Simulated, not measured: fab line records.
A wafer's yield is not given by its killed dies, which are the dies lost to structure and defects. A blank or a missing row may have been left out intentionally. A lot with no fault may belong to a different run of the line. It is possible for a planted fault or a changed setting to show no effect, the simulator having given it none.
Tool commonality check -- flow gf180mcu -- Sample size 11 lots and 33 wafers

== REASON IT WAS OPENED ==
At GF_HV_LDD_TW_MEAS_23 the reading HV_LDD_2_TW is flagged on 2 of 11 lots. No-fault wafers: 1065, standard deviation 13.
Rule: a lot is flagged in two cases, either no wafer of it has a number, or all its wafers with numbers fall more than 4 standard deviations from that mean. As for the other lots, they are considered sound.

lot,measured,on,"HV_LDD_2_TW, wafer by wafer",flag
L995,day 11 08:56,film metro-02,1083 1085 1082,
L996,day 11 15:44,film metro-04,1068 1066 1058,
L998,day 12 08:35,film metro-02,1078 1081 1076,
L101,day 13 07:26,film metro-02,2510 2511 2514,FLAGGED
L102,day 13 17:00,film metro-02,2520 2519 2502,FLAGGED
L108,day 15 13:33,film metro-02,1080 1069 1075,
L109,day 15 20:20,film metro-02,1080 1070 1075,
L110,day 16 00:53,film metro-04,1058 1059 1057,
L113,day 17 02:07,film metro-04,1062 1063 1060,
L115,day 17 21:54,film metro-02,1083 1072 1080,
L116,day 18 06:29,film metro-03,1046 1055 1055,
On average the flagged lots read 2513, which is +1448 against the usual, or +99 or more standard deviations.

== WHICH TOOL EACH LOT WENT THROUGH ==
The record holds 2 process steps before the reading, out of a route of 602 steps. Each cell gives the tool, then ch followed by the chambers the sampled wafers passed through, then the start.
lot,flag,GF_POLY_GATE_ETCH_13,GF_HV_LDD_COAT_02
L995,,"rie si-02 ch 0,2,3, day 9 18:32","litho track-03 ch 0, day 10 04:55"
L996,,"rie si-01 ch 1,3, day 10 01:29","litho track-03 ch 0, day 10 11:10"
L998,,"rie si-02 ch 0,1,3, day 10 16:46","litho track-03 ch 0, day 11 04:22"
L101,FLAGGED,"rie si-01 ch 0,1,3, day 11 14:32","litho track-03, day 12 01:25"
L102,FLAGGED,"rie si-01 ch 0,1,3, day 11 21:21","litho track-04, day 12 10:32"
L108,,"rie si-02 ch 1,3, day 13 18:13","litho track-03 ch 0, day 14 05:31"
L109,,"rie si-02 ch 0,1,3, day 13 23:53","litho track-03 ch 0, day 14 11:31"
L110,,"rie si-02 ch 0,1, day 14 04:34","litho track-02 ch 0, day 14 16:36"
L113,,"rie si-01 ch 0,1,3, day 15 02:47","litho track-04 ch 0, day 15 15:19"
L115,,"rie si-01 ch 0,1, day 15 22:20","litho track-02 ch 0, day 16 11:06"
L116,,"rie si-01 ch 0,1, day 16 05:14","litho track-03 ch 0, day 16 18:52"
What is done by these steps:
- GF_POLY_GATE_ETCH_13: etches poly-Si in HBr/Cl2, stops on SiO2, target depth 198.5 nm, time 69.6 s.
- GF_HV_LDD_COAT_02: resist thk 1000 nm.
- GF_HV_LDD_TW_MEAS_23

== FLAGGED AGAINST TOTAL, ONE TOOL AT A TIME (gauges that did the reading follow at the end) ==
step,tool,lots run,flagged,share of the flagged lots,sound lots run after its first flagged lot
GF_POLY_GATE_ETCH_13,rie si-01,6,2,all,"3 (L113,L115,L116)"
GF_POLY_GATE_ETCH_13,rie si-02,5,0,none,-
GF_HV_LDD_COAT_02,litho track-02,2,0,none,-
GF_HV_LDD_COAT_02,litho track-03,7,1,some,"3 (L108,L109,L116)"
GF_HV_LDD_COAT_02,litho track-04,2,1,some,1 (L113)
GF_HV_LDD_TW_MEAS_23,film metro-02,7,2,all,"3 (L108,L109,L115)"
GF_HV_LDD_TW_MEAS_23,film metro-03,1,0,none,-
GF_HV_LDD_TW_MEAS_23,film metro-04,3,0,none,-

== WHAT THE TABLE ALLOWS ==
2 rows of the table ran every flagged lot: rie si-01 at GF_POLY_GATE_ETCH_13, film metro-02 at GF_HV_LDD_TW_MEAS_23.
- rie si-01 at GF_POLY_GATE_ETCH_13: 2 of its 6 lots flagged. Sound lots followed the first flagged one (L113, L115, L116) on it, something a lasting fault affecting the whole tool could not allow.
- film metro-02 at GF_HV_LDD_TW_MEAS_23: 2 of its 7 lots flagged. Sound lots followed the first flagged one (L108, L109, L115) on it, something a lasting fault affecting the whole tool could not allow.
There is no row in the table that ran each flagged lot and no sound lot after the first.

== WHAT THE SIMULATOR PUT IN ==
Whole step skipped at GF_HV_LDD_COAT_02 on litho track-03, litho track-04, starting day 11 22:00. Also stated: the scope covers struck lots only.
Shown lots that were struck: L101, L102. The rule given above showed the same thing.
